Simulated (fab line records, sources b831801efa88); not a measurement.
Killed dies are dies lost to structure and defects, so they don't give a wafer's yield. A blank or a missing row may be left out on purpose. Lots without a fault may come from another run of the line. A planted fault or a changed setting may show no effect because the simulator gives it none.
fab line records | flow sky130
record lots=7 wafers=21 last_day=51
route steps=708 shown PWDE@52 NWELL@56 PAD_OPEN@708
lots that met no fault: from a run of the same line without faults
start_h: hours from the record's first day to the start of the lot's first wafer shown | wait_h: hours since the lot's step before | " the same as in the row above | L1.1+2: a row that stands for several wafers | - no value, or no start given | * or withheld: withheld | < > ~ a bound
route shown NAME@n: a module of which the file shows steps, and the number in the route of the first | usual: mean/standard deviation of fault-free wafers | same: alike in all rows | chamber/n: place in a boat | sites: the reading at each site | _std_site: their standard deviation | _edge_site: outer sites' mean less inner sites' | radius_mm: how far each site lies from the wafer's centre | mask NAME#n: copy n | behind: the tool/chamber that last shaped the wafer | hold: why the lot was held/for how many hours/how that ended | device: the transistor (n, p or np) that didn't switch | end of line: the same wafers' tests at the end of the route | a step without rows: its recipe alone | killed: dies lost to structure and defects at the first sort, not the wafer's yield | map: a wafer's dies, x killed, . not, _ none there
set.NAME: the setting as run; set.NAME@STEP: as run at that earlier step | model.NAME: the simulator's own value behind a step, which no gauge read
lots at some steps of the route; a table a step, a row a wafer
services: from which hour (start_h, from the record's first day; less than 0 if before it) a tool's chamber was out of use, for how many hours, and why
## steps
# step SKY_PWDE_OVL_MEAS_07
# usual PWDE_OVL=-0.2/1.4
# columns lot.wafer tool chamber start_h wait_h PWDE_OVL[nm]
L464.3 overlay-01 - 66.95 - -1.6
L464.5 " - " " 0.4
L464.6 " - " " 0.6
L469.2 overlay-01 - 99.89 - -1.0
L469.5 " - " " 0.8
L469.6 " - " " -0.6
L470.1 overlay-01 - 105.16 - 0.5
L470.4 " - " " 0.7
L470.5 " - " " 0.1
L476.3 overlay-01 - 139.57 - -1.5
L476.4 " - " " 0.5
L476.5 " - " " -0.8
L484.1 overlay-01 - 192.88 - -0.5
L484.3 " - " " 0.7
L484.5 " - " " -1.1
L485.1 overlay-02 - 198.30 - -0.5
L485.2 " - " " -1.6
L485.3 " - " " -0.4
L486.3 overlay-02 - 199.27 - -1.5
L486.4 " - " " -1.6
L486.6 " - " " -2.2
# step SKY_PWDE_IMPLANT_08
# recipe species=B energy_kev=150 dose_cm2=3.6e+12 tilt_deg=withheld
# step SKY_PWDE_STRIP_09
# recipe chemistry=O2/N2 power_w=1400 pressure_mtorr=1500 platen_temp_c=withheld o2_flow_sccm=3000 n2_flow_sccm=300 overash_fraction=0.5
# usual drypump_motor_current_A=5.5/0.46 o2_flow_sccm=3000/9.6 oes_product_au=0.723/0.0045 strip_time_to_endpoint_s=36.88/0.11
# columns lot.wafer tool chamber start_h wait_h drypump_motor_current_A o2_flow_sccm oes_product_au rf_hours_counter_h strip_time_to_endpoint_s
L464.3 plasma_asher-02 0 67.16 0.1 5.1 2995 0.720 - 36.99
L464.5 " 0 " " 5.1 2994 0.715 - 36.85
L464.6 " 1 " " 5.6 3002 0.727 - 36.93
L469.2 plasma_asher-02 1 100.07 0.1 5.6 2996 0.719 38 36.90
L469.5 " 1 " " 5.6 2997 0.723 - 36.81
L469.6 " 0 " " 5.1 3022 0.724 - 36.82
L470.1 plasma_asher-02 0 105.34 0.1 5.1 3010 0.719 39 36.76
L470.4 " 0 " " 5.1 3015 0.721 - 36.85
L470.5 " 1 " " 5.6 3001 0.727 - 36.79
L476.3 plasma_asher-03 0 139.77 0.1 6.4 2984 0.729 - 36.86
L476.4 " 1 " " 5.8 3017 0.727 - 36.91
L476.5 " 0 " " 6.3 2985 0.725 - 36.80
L484.1 plasma_asher-01 1 193.06 0.1 4.8 2985 0.730 39 36.77
L484.3 " 0 " " 5.7 2996 0.728 - 36.66
L484.5 " 1 " " 4.8 2992 0.720 - 36.80
L485.1 plasma_asher-03 1 198.49 0.1 5.8 3016 0.719 49 36.79
L485.2 " 0 " " 6.3 2997 0.722 49 36.88
L485.3 " 0 " " 6.3 3003 0.714 - 36.89
L486.3 plasma_asher-02 0 199.47 0.1 5.1 2998 0.721 - 36.90
L486.4 " 1 " " 5.6 2987 0.718 - 36.84
L486.6 " 1 " " 5.6 2999 0.719 - 36.72
# step SKY_PWDE_TW_MEAS_10
# usual PWDE_TW=375/3.1
# columns lot.wafer tool chamber start_h wait_h PWDE_TW
L464.3 film_metro-02 - 67.24 0.1 370
L464.5 " - " " 369
L464.6 " - " " 370
L469.2 film_metro-04 - 100.18 0.1 375
L469.5 " - " " 374
L469.6 " - " " 376
L470.1 film_metro-03 - 105.44 0.1 376
L470.4 " - " " 377
L470.5 " - " " 378
L476.3 film_metro-02 - 139.86 0.1 369
L476.4 " - " " 369
L476.5 " - " " 370
L484.1 film_metro-03 - 193.16 0.1 379
L484.3 " - " " 379
L484.5 " - " " 377
L485.1 film_metro-04 - 198.59 0.1 374
L485.2 " - " " 375
L485.3 " - " " 375
L486.3 film_metro-03 - 199.56 0.1 378
L486.4 " - " " 379
L486.6 " - " " 377
# step SKY_NWELL_DEHYDRATE_03
# recipe temp_c=200 time_s=60
# step SKY_NWELL_HMDS_04
# recipe prime_time_s=60 prime_temp_c=120
# step SKY_NWELL_COAT_05
# recipe spin_rpm=2000 resist_thk_nm=3000
# step SKY_NWELL_SOFTBAKE_06
# recipe temp_c=110 time_s=withheld
# step SKY_NWELL_EXPOSE_07
# recipe mask_id=NWM na=0.6 source_shape=conventional sigma_outer=0.6 polarization=unpolarized target_cd_nm=840 dose_mj=255
# step SKY_NWELL_PEB_08
# recipe temp_c=115 time_s=withheld
# step SKY_NWELL_DEVELOP_09
# recipe wall_angle_deg=90 developer=TMAH develop_time_s=60 dev_temp_c=23
# step SKY_NWELL_OVL_MEAS_10
# usual NWELL_00_OVL=-0.6/1.2
# columns lot.wafer tool chamber start_h wait_h NWELL_00_OVL[nm]
L464.3 overlay-01 - 84.83 - -0.9
L464.5 " - " " -2.3
L464.6 " - " " 0.3
L469.2 overlay-02 - 117.68 - -0.7
L469.5 " - " " -0.8
L469.6 " - " " -0.9
L470.1 overlay-02 - 123.61 - -0.1
L470.4 " - " " -0.9
L470.5 " - " " -2.1
L476.3 overlay-01 - 158.47 - 0.5
L476.4 " - " " -0.8
L476.5 " - " " -1.0
L484.1 overlay-02 - 215.02 - 0.2
L484.3 " - " " 0.2
L484.5 " - " " -1.4
L485.1 overlay-01 - 220.00 - -0.3
L485.2 " - " " 0.5
L485.3 " - " " 0.1
L486.3 overlay-02 - 221.62 - -1.8
L486.4 " - " " 0.2
L486.6 " - " " -3.0
# step SKY_NWELL_IMPLANT_11
# recipe species=P energy_kev=400 dose_cm2=1.9e+13 tilt_deg=withheld
# usual beam_energy_keV=400.01/0.11
# same implant_ion_amu=31
# columns lot.wafer tool chamber start_h wait_h beam_energy_keV model.implant.rp_nm model.implant.drp_nm
L464.3 implanter-01 0 84.91 0.1 399.95 511.7 116.9
L464.5 " 0 " " 399.98 511.7 116.9
L464.6 " 0 " " 399.98 511.7 116.9
L469.2 implanter-04 0 117.74 0.0 400.08 491.9 116.9
L469.5 " 0 " " 400.04 491.9 116.9
L469.6 " 0 " " 399.99 491.9 116.9
L470.1 implanter-04 0 123.64 0.0 399.98 487.7 116.9
L470.4 " 0 " " 399.96 487.7 116.9
L470.5 " 0 " " 400.04 487.7 116.9
L476.3 implanter-03 0 158.54 0.1 400.04 494.6 116.9
L476.4 " 0 " " 400.02 494.6 116.9
L476.5 " 0 " " 400.28 494.6 116.9
L484.1 implanter-01 0 215.06 0.0 367.11 456.5 111.5
L484.3 " 0 " " 367.33 456.5 111.5
L484.5 " 0 " " 367.36 456.5 111.5
L485.1 implanter-01 0 220.04 0.0 367.10 461.6 111.5
L485.2 " 0 " " 367.12 461.6 111.5
L485.3 " 0 " " 367.07 461.6 111.5
L486.3 implanter-01 0 221.69 0.1 367.16 474.9 111.5
L486.4 " 0 " " 367.30 474.9 111.5
L486.6 " 0 " " 367.37 474.9 111.5
# step SKY_NWELL_IMPLANT_12
# recipe species=P energy_kev=120 dose_cm2=1.3e+12 tilt_deg=withheld
# step SKY_NWELL_IMPLANT_13
# recipe species=P energy_kev=50 dose_cm2=7e+11 tilt_deg=withheld
# step SKY_NWELL_STRIP_14
# recipe chemistry=O2/N2 power_w=1400 pressure_mtorr=1500 platen_temp_c=withheld o2_flow_sccm=3000 n2_flow_sccm=300 overash_fraction=0.5
# usual drypump_motor_current_A=5.6/0.55 o2_flow_sccm=2999/9.6 oes_product_au=0.723/0.0039 strip_time_to_endpoint_s=36.92/0.12
# columns lot.wafer tool chamber start_h wait_h drypump_motor_current_A o2_flow_sccm oes_product_au rf_hours_counter_h strip_time_to_endpoint_s
L464.3 plasma_asher-03 1 85.34 0.1 5.8 2998 0.725 - 36.92
L464.5 " 1 " " 5.8 3003 0.729 - 37.00
L464.6 " 0 " " 6.4 3001 0.722 - 36.90
L469.2 plasma_asher-03 1 118.16 0.1 5.8 2981 0.726 41 36.93
L469.5 " 1 " " 5.8 3012 0.725 - 36.96
L469.6 " 0 " " 6.3 2991 0.723 - 36.97
L470.1 plasma_asher-01 0 124.09 0.1 5.7 3006 0.718 33 36.92
L470.4 " 0 " " 5.7 2983 0.716 - 36.98
L470.5 " 1 " " 4.8 3012 0.719 - 36.93
L476.3 plasma_asher-04 1 158.97 0.1 4.8 3007 0.724 - 36.84
L476.4 " 0 " " 5.2 2990 0.728 - 36.76
L476.5 " 1 " " 4.9 2997 0.723 - 36.87
L484.1 plasma_asher-03 1 215.51 0.1 5.8 3008 0.716 51 36.76
L484.3 " 1 " " 5.8 3010 0.714 - 36.69
L484.5 " 1 " " 5.8 3016 0.727 - 36.92
L485.1 plasma_asher-03 0 220.49 0.1 6.3 2969 0.724 52 36.78
L485.2 " 1 " " 5.8 3015 0.721 52 36.74
L485.3 " 0 " " 6.3 2990 0.724 - 36.64
L486.3 plasma_asher-04 0 222.12 0.1 5.2 2996 0.723 - 37.00
L486.4 " 1 " " 4.9 3005 0.721 - 36.96
L486.6 " 0 " " 5.2 2986 0.724 - 36.96
# step SKY_NWELL_TW_MEAS_15
# usual NWELL_TW=1820/15
# columns lot.wafer tool chamber start_h wait_h NWELL_TW
L464.3 film_metro-02 - 85.43 0.1 1797
L464.5 " - " " 1799
L464.6 " - " " 1810
L469.2 film_metro-04 - 118.27 0.1 1821
L469.5 " - " " 1830
L469.6 " - " " 1838
L470.1 film_metro-04 - 124.19 0.1 1835
L470.4 " - " " 1835
L470.5 " - " " 1828
L476.3 film_metro-04 - 159.06 0.1 1835
L476.4 " - " " 1821
L476.5 " - " " 1826
L484.1 film_metro-03 - 215.61 0.1 1826
L484.3 " - " " 1812
L484.5 " - " " 1813
L485.1 film_metro-02 - 220.59 0.1 1783
L485.2 " - " " 1797
L485.3 " - " " 1779
L486.3 film_metro-02 - 222.21 0.1 1774
L486.4 " - " " 1783
L486.6 " - " " 1778
# step SKY_NWELL_DEHYDRATE_16
# recipe temp_c=200 time_s=60
# step SKY_NWELL_HMDS_17
# recipe prime_time_s=60 prime_temp_c=120
# step SKY_NWELL_COAT_18
# recipe spin_rpm=2000 resist_thk_nm=3000
# step SKY_NWELL_SOFTBAKE_19
# recipe temp_c=110 time_s=withheld
# step SKY_NWELL_EXPOSE_20
# recipe mask_id=NWM_COMPLEMENT na=0.6 source_shape=conventional sigma_outer=0.6 polarization=unpolarized target_cd_nm=840 dose_mj=260
# step SKY_NWELL_PEB_21
# recipe temp_c=115 time_s=withheld
# step SKY_NWELL_DEVELOP_22
# recipe wall_angle_deg=90 developer=TMAH develop_time_s=60 dev_temp_c=23
# step SKY_NWELL_OVL_MEAS_23
# usual NWELL_01_OVL=-0.3/1.4
# columns lot.wafer tool chamber start_h wait_h NWELL_01_OVL[nm]
L464.3 overlay-02 - 103.03 - 2.5
L464.5 " - " " -0.3
L464.6 " - " " 1.4
L469.2 overlay-01 - 135.46 - 0.4
L469.5 " - " " 1.4
L469.6 " - " " 1.4
L470.1 overlay-01 - 142.82 - -0.3
L470.4 " - " " -1.4
L470.5 " - " " -0.3
L476.3 overlay-02 - 179.82 - -1.1
L476.4 " - " " 0.0
L476.5 " - " " -0.1
L484.1 overlay-02 - 237.98 - 0.3
L484.3 " - " " 0.2
L484.5 " - " " -1.5
L485.1 overlay-02 - 242.63 - 0.7
L485.2 " - " " -0.7
L485.3 " - " " -2.0
L486.3 overlay-02 - 244.97 - -1.5
L486.4 " - " " 0.6
L486.6 " - " " -1.4
# step SKY_NWELL_IMPLANT_24
# recipe species=B energy_kev=140 dose_cm2=9.2e+12 tilt_deg=withheld
# step SKY_NWELL_STRIP_25
# recipe chemistry=O2/N2 power_w=1400 pressure_mtorr=1500 platen_temp_c=withheld o2_flow_sccm=3000 n2_flow_sccm=300 overash_fraction=0.5
# usual drypump_motor_current_A=5.5/0.54 o2_flow_sccm=3000/8.7 oes_product_au=0.722/0.0045 strip_time_to_endpoint_s=36.90/0.1
# columns lot.wafer tool chamber start_h wait_h drypump_motor_current_A o2_flow_sccm oes_product_au rf_hours_counter_h strip_time_to_endpoint_s
L464.3 plasma_asher-04 1 103.24 0.1 4.9 2991 0.724 - 36.95
L464.5 " 1 " " 4.9 3001 0.721 - 37.05
L464.6 " 0 " " 5.2 2992 0.727 - 36.95
L469.2 plasma_asher-03 1 135.64 0.1 5.8 2997 0.722 43 36.92
L469.5 " 0 " " 6.3 3002 0.719 - 36.88
L469.6 " 1 " " 5.8 3002 0.718 - 36.82
L470.1 plasma_asher-04 1 143.01 0.1 4.9 2987 0.720 47 36.86
L470.4 " 0 " " 5.2 2999 0.730 - 36.89
L470.5 " 1 " " 4.9 2996 0.723 - 36.82
L476.3 plasma_asher-01 1 180.02 0.1 4.8 2982 0.719 - 36.86
L476.4 " 0 " " 5.7 2999 0.726 - 36.89
L476.5 " 1 " " 4.8 2995 0.729 - 36.92
L484.1 plasma_asher-01 0 238.16 0.1 5.7 3001 0.722 44 36.94
L484.3 " 1 " " 4.9 3023 0.725 - 36.88
L484.5 " 0 " " 5.7 3004 0.721 - 36.80
L485.1 plasma_asher-03 1 242.81 0.1 5.8 3005 0.718 53 36.93
L485.2 " 0 " " 6.3 2990 0.717 53 36.98
L485.3 " 1 " " 5.8 3007 0.718 - 36.92
L486.3 plasma_asher-04 1 245.17 0.1 4.9 2998 0.724 - 36.85
L486.4 " 0 " " 5.2 2995 0.722 - 36.91
L486.6 " 0 " " 5.2 3006 0.735 - 36.85
# step SKY_NWELL_TW_MEAS_26
# usual NWELL_2_TW=496/3.9
# columns lot.wafer tool chamber start_h wait_h NWELL_2_TW
L464.3 film_metro-02 - 103.33 0.1 497
L464.5 " - " " 495
L464.6 " - " " 494
L469.2 film_metro-04 - 135.75 0.1 499
L469.5 " - " " 497
L469.6 " - " " 498
L470.1 film_metro-02 - 143.11 0.1 493
L470.4 " - " " 489
L470.5 " - " " 489
L476.3 film_metro-04 - 180.11 0.1 495
L476.4 " - " " 498
L476.5 " - " " 498
L484.1 film_metro-03 - 238.26 0.1 500
L484.3 " - " " 500
L484.5 " - " " 502
L485.1 film_metro-02 - 242.91 0.1 493
L485.2 " - " " 492
L485.3 " - " " 495
L486.3 film_metro-02 - 245.26 0.1 493
L486.4 " - " " 493
L486.6 " - " " 496
# step SKY_NWELL_CLEAN_27
# recipe chemistry=SC1/SC2 mix=1:4:20 temp_c=70 time_s=150 dry=n2_spin
# step SKY_NWELL_RTA_28
# recipe temp_c=1050 time_s=30 idle_temp_c=650 ramp_up_c_per_s=150 ramp_down_c_per_s=90 ambient=N2
# usual anneal_temp_c_max=1056.1/1.9 lamp_power_pct=25.30/0.053 wafer_temp_C_max=1054.7/0.89
# same time_s=30
# columns lot.wafer tool chamber start_h wait_h anneal_temp_c_max lamp_power_pct wafer_temp_C_max
L464.3 rtp_anneal-02 0 103.46 0.0 1057.5 25.40 1054.1
L464.5 " 0 " " 1058.3 25.32 1057.5
L464.6 " 0 " " 1056.9 25.43 1054.3
L469.2 rtp_anneal-01 0 135.87 0.0 1056.1 25.33 1054.2
L469.5 " 0 " " 1054.0 25.30 1054.1
L469.6 " 0 " " 1056.1 25.25 1054.0
L470.1 rtp_anneal-01 0 143.22 0.0 1053.6 25.28 1056.0
L470.4 " 0 " " 1055.4 25.40 1054.5
L470.5 " 0 " " 1054.4 25.26 1054.6
L476.3 rtp_anneal-02 0 180.23 0.0 1057.7 25.36 1055.2
L476.4 " 0 " " 1055.7 25.33 1054.6
L476.5 " 0 " " 1057.9 25.31 1055.9
L484.1 rtp_anneal-02 0 238.37 0.0 1058.4 25.36 1056.4
L484.3 " 0 " " 1058.0 25.34 1054.3
L484.5 " 0 " " 1056.8 25.24 1055.8
L485.1 rtp_anneal-01 0 243.02 0.0 1053.1 25.34 1054.7
L485.2 " 0 " " 1054.2 25.28 1054.7
L485.3 " 0 " " 1054.1 25.35 1054.6
L486.3 rtp_anneal-02 0 245.39 0.0 1056.0 25.39 1054.7
L486.4 " 0 " " 1057.8 25.28 1054.9
L486.6 " 0 " " 1056.6 25.29 1053.9
# step SKY_NWELL_RS_MEAS_29
# recipe thk_meas_gauge=four-point-probe
# usual NWELL_RS=624.4/1.8
# columns lot.wafer tool chamber start_h wait_h NWELL_RS[ohm/sq]
L464.3 film_metro-03 - 103.56 0.1 624.1
L464.5 " - " " 625.5
L464.6 " - " " 623.9
L469.2 film_metro-02 - 135.97 0.1 624.0
L469.5 " - " " 623.6
L469.6 " - " " 623.6
L470.1 film_metro-03 - 143.32 0.1 624.6
L470.4 " - " " 623.5
L470.5 " - " " 623.8
L476.3 film_metro-02 - 180.34 0.1 625.4
L476.4 " - " " 624.8
L476.5 " - " " 624.1
L484.1 film_metro-03 - 238.47 0.1 639.3
L484.3 " - " " 638.5
L484.5 " - " " 638.5
L485.1 film_metro-03 - 243.12 0.1 638.1
L485.2 " - " " 637.8
L485.3 " - " " 637.2
L486.3 film_metro-03 - 245.49 0.1 637.7
L486.4 " - " " 636.6
L486.6 " - " " 637.5
# step SKY_PAD_OPEN_PROBE_99
# usual killed_at_M0_to_M3=44/7.4 killed_at_M4_up=3.1/1.8 killed_at_contacts=25/6 killed_at_front_end=15/4.4 killed_at_other=0.3/0.49 killed_dies=88/10 killed_open=48/7.4 killed_short=39/6.3
# same gross_dies=492 killed_at_back_side=0
# columns lot.wafer tool chamber start_h wait_h killed_at_M0_to_M3 killed_at_M4_up killed_at_contacts killed_at_front_end killed_at_other killed_dies killed_open killed_short model.etest.nfet_16v.r_on_ohm_um model.etest.res_nwell.line_ohm_um model.etest.res_nwell.rs_ohm_sq model.etest.tip_p_5v.rs_ohm_sq model.etest.res_nwell.width_nm model.etest.pfet_g5v0d10v5.drive_ua_um model.etest.pfet_16v.drive_ua_um model.etest.pfet_01v8_lvt.drive_ua_um
L464.3 prober-02 - 1078.62 0.2 47 4 24 16 0 91 51 40 1.445e+04 1056 891.5 2851 843.3 337.8 246.7 177.3
L464.5 prober-02 - 1078.72 0.2 46 1 17 20 1 85 46 39 1.428e+04 1080 900.5 2840 846.8 342.8 248.1 178.2
L464.6 prober-02 - 1078.77 0.2 34 2 19 9 0 64 30 34 1.432e+04 1066 910 2854 850.9 343.3 248.2 179.9
L469.2 prober-02 - 1113.22 0.1 47 4 10 17 0 78 48 30 1.408e+04 1137 973.6 2862 838.7 335.8 243.5 171.7
L469.5 prober-02 - 1113.37 0.2 57 1 25 9 1 93 49 43 1.402e+04 1135 958 2832 846.3 336.8 245.6 174.4
L469.6 prober-02 - 1113.42 0.2 43 2 35 12 0 92 53 39 1.399e+04 1116 955 2855 842 337.8 246.2 169.9
L470.1 prober-02 - 1124.55 0.1 48 5 31 11 0 95 46 49 1.381e+04 1177 973.9 2867 838 338.8 236.1 176.5
L470.4 prober-02 - 1124.70 0.2 45 2 18 16 0 81 40 41 1.382e+04 1201 977.5 2850 834.5 343.5 239.1 176
L470.5 prober-02 - 1124.75 0.2 48 6 30 16 0 100 54 46 1.381e+04 1165 954.8 2864 830.5 343.2 239.3 174.7
L476.3 prober-02 - 1156.31 0.2 61 6 23 21 0 111 63 45 1.398e+04 1136 946.5 2857 834.7 339.1 249.5 172.9
L476.4 prober-02 - 1156.36 0.2 50 6 22 19 0 97 48 49 1.408e+04 1154 947.7 2860 835.6 344.2 248.2 175.5
L476.5 prober-02 - 1156.41 0.2 45 5 26 16 0 92 48 44 1.423e+04 1163 976 2880 835.9 337.4 244.3 170.5
L484.1 prober-02 - 1207.81 0.1 42 4 19 16 0 81 46 35 1.399e+04 1427 1205 2931 841.2 331.6 226.8 167
L484.3 prober-02 - 1207.91 0.2 48 5 15 15 1 84 49 35 1.374e+04 1366 1139 2957 830.7 333.2 234.9 168.5
L484.5 prober-02 - 1208.01 0.2 37 2 28 15 0 82 54 28 1.364e+04 1343 1127 2916 832.6 337.6 241.1 170.4
L486.3 prober-01 - 1209.30 0.2 46 4 20 14 1 85 47 36 1.381e+04 1244 1045 2904 822.8 332.6 239.8 170.4
L486.4 prober-01 - 1209.35 0.2 55 5 21 26 0 107 51 55 1.385e+04 1281 1050 2900 824.8 336.2 241.8 172.2
L486.6 prober-01 - 1209.45 0.2 35 1 25 16 1 78 44 33 1.398e+04 1237 1016 2902 817.2 331.6 240.4 169.4
L485.1 prober-02 - 1213.25 0.1 36 2 26 17 1 82 41 41 1.369e+04 1312 1086 2935 834.1 332.2 237 172.6
L485.2 prober-02 - 1213.30 0.1 41 4 24 8 2 79 41 38 1.353e+04 1288 1057 2923 834.7 337.6 244.3 174.5
L485.3 prober-02 - 1213.35 0.2 31 2 15 20 0 68 35 33 1.363e+04 1286 1075 2962 835.6 335.7 239.6 174.5
# killed by level:class
L464.3 VIA3:geometric_particle:open=11 VIA1:geometric_particle:open=11 CONTACT:geometric_particle:open=7 LI_CONTACT:geometric_particle:open=6 LI_CONTACT:geometric_particle:short=5 VIA2:geometric_particle:open=5 FIELD_ISO:geometric_particle:short=4 METAL1:geometric_particle:short=4
L464.5 METAL1:geometric_particle:short=10 VIA1:geometric_particle:open=10 FIELD_ISO:geometric_particle:short=8 CONTACT:geometric_particle:open=8 VIA2:geometric_particle:open=7 POLY_GATE:geometric_particle:open=5 VIA2:geometric_particle:short=4 METAL2:geometric_particle:short=4
L464.6 LI_CONTACT:geometric_particle:open=8 VIA3:geometric_particle:open=6 METAL1:geometric_particle:short=5 CONTACT:geometric_particle:open=5 VIA2:geometric_particle:short=5 METAL3:geometric_particle:short=4 FIELD_ISO:geometric_particle:short=3 CONTACT:geometric_particle:short=3
L469.2 VIA1:geometric_particle:open=11 VIA3:geometric_particle:open=9 FIELD_ISO:geometric_particle:open=6 METAL2:geometric_particle:short=6 FIELD_ISO:geometric_particle:short=5 POLY_GATE:geometric_particle:open=5 VIA2:geometric_particle:open=5 LI_CONTACT:geometric_particle:open=4
L469.5 VIA1:geometric_particle:open=16 VIA2:geometric_particle:open=10 CONTACT:geometric_particle:open=9 METAL2:geometric_particle:short=7 VIA1:geometric_particle:short=6 LI_CONTACT:geometric_particle:open=5 VIA2:geometric_particle:short=5 LI_CONTACT:geometric_particle:short=4
L469.6 LI_CONTACT:geometric_particle:open=14 VIA3:geometric_particle:open=11 CONTACT:geometric_particle:open=7 VIA1:geometric_particle:open=5 CONTACT:geometric_particle:short=5 VIA2:geometric_particle:open=5 FIELD_ISO:geometric_particle:open=4 LI_CONTACT:geometric_particle:short=4
L470.1 CONTACT:geometric_particle:open=10 METAL2:geometric_particle:short=10 CONTACT:geometric_particle:short=9 METAL1:geometric_particle:short=8 VIA1:geometric_particle:open=7 VIA3:geometric_particle:open=7 VIA2:geometric_particle:open=6 LI_CONTACT:geometric_particle:short=4
L470.4 VIA3:geometric_particle:open=10 VIA1:geometric_particle:short=6 VIA1:geometric_particle:open=6 LI_CONTACT:geometric_particle:short=5 VIA2:geometric_particle:open=5 FIELD_ISO:geometric_particle:short=4 CONTACT:geometric_particle:open=4 METAL2:geometric_particle:short=4
L470.5 VIA1:geometric_particle:open=16 CONTACT:geometric_particle:open=12 POLY_GATE:geometric_particle:short=8 LI_CONTACT:geometric_particle:open=8 VIA2:geometric_particle:open=7 METAL1:geometric_particle:short=6 VIA1:geometric_particle:short=5 LOCAL_INTERCONNECT:geometric_particle:short=4
L476.3 VIA1:geometric_particle:open=11 VIA3:geometric_particle:open=10 CONTACT:geometric_particle:open=10 METAL1:geometric_particle:short=10 VIA2:geometric_particle:open=9 POLY_GATE:geometric_particle:open=8 METAL2:geometric_particle:short=7 LI_CONTACT:geometric_particle:open=5
L476.4 VIA1:geometric_particle:open=13 VIA2:geometric_particle:open=10 CONTACT:geometric_particle:open=8 METAL2:geometric_particle:short=8 POLY_GATE:geometric_particle:short=6 LI_CONTACT:geometric_particle:open=6 VIA1:geometric_particle:short=6 CONTACT:geometric_particle:short=5
L476.5 METAL2:geometric_particle:short=10 CONTACT:geometric_particle:open=10 LI_CONTACT:geometric_particle:open=8 METAL1:geometric_particle:short=7 VIA1:geometric_particle:open=7 VIA2:geometric_particle:open=6 FIELD_ISO:geometric_particle:short=4 SPACER:geometric_particle:short=4
L484.1 VIA1:geometric_particle:open=13 CONTACT:geometric_particle:open=8 VIA2:geometric_particle:short=6 VIA2:geometric_particle:open=5 VIA3:geometric_particle:short=5 POLY_GATE:geometric_particle:open=4 POLY_GATE:geometric_particle:short=4 METAL2:geometric_particle:short=4
L484.3 VIA1:geometric_particle:open=12 VIA3:geometric_particle:open=11 VIA1:geometric_particle:short=6 FIELD_ISO:geometric_particle:short=5 LI_CONTACT:geometric_particle:open=5 VIA2:geometric_particle:open=5 CONTACT:geometric_particle:open=4 METAL1:geometric_particle:short=4
L484.5 CONTACT:geometric_particle:open=11 FIELD_ISO:geometric_particle:open=8 VIA3:geometric_particle:open=8 VIA2:geometric_particle:open=6 LOCAL_INTERCONNECT:geometric_particle:short=5 METAL1:geometric_particle:short=5 VIA1:geometric_particle:open=5 VIA1:geometric_particle:short=5
L486.3 VIA1:geometric_particle:open=10 VIA2:geometric_particle:open=9 LI_CONTACT:geometric_particle:open=8 CONTACT:geometric_particle:open=7 METAL1:geometric_particle:short=6 VIA1:geometric_particle:short=5 METAL2:geometric_particle:short=5 FIELD_ISO:geometric_particle:short=4
L486.4 METAL1:geometric_particle:short=11 VIA1:geometric_particle:open=11 POLY_GATE:geometric_particle:short=9 VIA2:geometric_particle:open=8 VIA3:geometric_particle:open=7 FIELD_ISO:geometric_particle:open=6 METAL2:geometric_particle:short=6 LI_CONTACT:geometric_particle:open=5
L486.6 CONTACT:geometric_particle:open=8 VIA2:geometric_particle:open=8 LI_CONTACT:geometric_particle:open=6 CONTACT:geometric_particle:short=6 VIA1:geometric_particle:open=6 VIA3:geometric_particle:open=5 FIELD_ISO:geometric_particle:short=4 POLY_GATE:geometric_particle:open=4
L485.1 LI_CONTACT:geometric_particle:open=8 VIA2:geometric_particle:open=8 CONTACT:geometric_particle:open=7 VIA1:geometric_particle:open=7 METAL2:geometric_particle:short=6 FIELD_ISO:geometric_particle:short=5 POLY_GATE:geometric_particle:short=5 FIELD_ISO:geometric_particle:open=4
L485.2 CONTACT:geometric_particle:open=8 VIA1:geometric_particle:open=8 LI_CONTACT:geometric_particle:open=6 CONTACT:geometric_particle:short=6 VIA2:geometric_particle:open=6 METAL2:geometric_particle:short=6 VIA1:geometric_particle:short=5 VIA3:geometric_particle:open=5
L485.3 METAL2:geometric_particle:short=7 FIELD_ISO:geometric_particle:open=6 VIA2:geometric_particle:open=6 LI_CONTACT:geometric_particle:open=5 CONTACT:geometric_particle:open=5 POLY_GATE:geometric_particle:short=4 VIA1:geometric_particle:open=4 FIELD_ISO:geometric_particle:short=3
## services
# columns tool chamber start_h hours kind
implanter-01 - 85.88 0.9 repair
plasma_asher-02 - 108.75 9.0 pm
plasma_asher-02 0 108.75 9.0 vent_cycle
plasma_asher-02 1 108.75 9.0 vent_cycle
plasma_asher-02 0 117.75 - clean
implanter-03 - 123.27 5.1 repair
implanter-03 - 141.47 2.1 repair
plasma_asher-02 - 143.17 2.8 pm
plasma_asher-02 - 150.65 0.6 repair
plasma_asher-04 - 154.32 3.3 repair
implanter-04 - 174.49 5.6 pm
implanter-04 - 182.99 5.7 repair
implanter-04 - 185.94 1.0 repair
implanter-01 - 187.03 7.5 pm
implanter-04 - 190.07 1.7 repair
implanter-01 - 194.48 3.1 pm
rtp_anneal-01 - 207.97 0.8 pm
implanter-04 - 208.75 2.8 repair
implanter-04 - 215.03 2.5 repair
rtp_anneal-02 - 221.62 5.8 pm
implanter-04 - 228.86 5.2 repair
plasma_asher-04 - 231.91 2.8 repair
plasma_asher-03 - 232.14 2.8 pm
implanter-04 - 233.69 3.2 repair
## key
first_sign step=SKY_NWELL_IMPLANT_11 reading=beam_energy_keV direction=down sigmas=99+ usual=* struck=*
effect step=SKY_NWELL_TW_MEAS_15 reading=NWELL_TW direction=down sigmas=1.7 usual=1820 struck=1794
effect step=SKY_NWELL_RS_MEAS_29 reading=NWELL_RS direction=up sigmas=7.7 usual=624.4 struck=637.9
model_effect step=SKY_NWELL_IMPLANT_11 value=implant.rp_nm without=501.3 struck=464.3
model_effect step=SKY_PAD_OPEN_PROBE_99 value=etest.nfet_16v.r_on_ohm_um without=1.417e+04 struck=1.376e+04
met_at SKY_NWELL_IMPLANT_11
struck_wafers L484.1,L484.3,L484.5,L485.1,L485.2,L485.3,L486.3,L486.4,L486.6
tester_left_out L484,L485,L486
onset_between 84.91 215.06
fault kind=process_parameter_drift tool=implanter-01 chamber=- onset_h=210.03 steps=SKY_NWELL_IMPLANT_11 channel=energy_kev offset=* shape=step end_h=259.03 acts_in=* stated=*
# tester_left_out: of these lots the tester's yield and bins aren't shown, on N5 and GAA mostly nor the transistor test; their killed dies are dies lost to structure and defects alone, not to doping, threshold or leakage, so they don't give the yield
